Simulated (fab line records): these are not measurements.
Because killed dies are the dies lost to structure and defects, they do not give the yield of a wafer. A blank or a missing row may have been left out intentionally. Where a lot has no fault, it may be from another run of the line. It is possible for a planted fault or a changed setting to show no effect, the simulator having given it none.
Problem report in the 8D (eight disciplines) form, filled by code -- flow sky130 -- the parts of the form that need people (team, actions taken, sign-off) are left out

1. THE ISSUE
strip time to endpoint s at SKY_VT_ADJUST_NCORE_STRIP_10 reads a mean of 14.73 s on 6 wafers of 2 lots; wafers without a fault read 14.19 s with a standard deviation of 0.042. Relative to the usual mean, that is a shift of +13 standard deviations.
The step: strips in O2/N2.
Seen first at day 13 01:59 on plasma asher-03, wafer L407.2. The record has a number at this step for 36 wafers belonging to 12 lots. Rule for "out", or "out of limits": more than 4 standard deviations from the usual mean. The other wafers with a number count as sound.

2. WHAT IT IS; WHAT IT IS NOT
question,is,is not
which readings at this step,strip time to endpoint s,"drypump motor current A, n2 flow sccm, o2 flow sccm, oes product au"
which lots,"L407, L408","L392, L393, L394, L395, L396, L401, L409, L411, L412, L414"
which wafers of those lots,all that have a number,-
read on which tools,"plasma asher-02, plasma asher-03",-
when,from day 13 01:59,"up to then (18 sound wafers); but 12 sound wafers of L409, L411, L412, L414 came after"

3. THE SUSPECTS, EACH WITH WHAT RULES IT OUT
Counting: a tool stays on the suspect list if, at a process step up to the reading, it processed all lots that are out and no sound lot following the first of them.
- litho track-03 at SKY_VT_ADJUST_NCORE_COAT_02 (resist thk 1140 nm): kept. All lots that are out passed through it, beginning with L407 at day 12 13:34, and no sound lot followed; its final sound lot before that point was L401 at day 11 05:23.
After counting, what remains is litho track-03 at SKY_VT_ADJUST_NCORE_COAT_02.

4. THE CAUSE (what the simulator had put in)
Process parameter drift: litho track-03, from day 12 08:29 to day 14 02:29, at SKY_VT_ADJUST_NCORE_COAT_02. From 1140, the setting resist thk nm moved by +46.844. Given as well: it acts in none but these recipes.
Only this tool survived the counting.

5. SEQUENCE OF EFFECTS, ordered by route
Rows list readings where the struck wafers' mean (over those with a number) sits beyond 3 standard deviations from the usual. Scope: only readings with a usual standard deviation given in the record; hours: median across lots of the time from each lot's start at the first step in this table that gives one to its start at this step; sigmas: change in usual standard deviations.
hours,step,reading,usual,on struck wafers,change,sigmas
0,SKY_VT_ADJUST_NCORE_STRIP_10,strip time to endpoint s,14.19 s,14.73,+0.54,+13
Process steps it contains:
- SKY_VT_ADJUST_NCORE_STRIP_10: strips in O2/N2.
At these later measuring or inspecting steps, every struck wafer for which the step has a row has a number for every such reading, and none has moved that far: SKY_LI_CONTACT_OVL_MEAS_13.

6. HOW IT WOULD HAVE BEEN CAUGHT EARLIER
In this record no reading fell out of limits until day 13 01:59, 18 hours after the fault had begun at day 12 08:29.
Each of the lots that are out, 2 in all, had begun SKY_VT_ADJUST_NCORE_COAT_02 on litho track-03 no later than day 13 01:59. Holding the tool at that point would not have protected any of them.
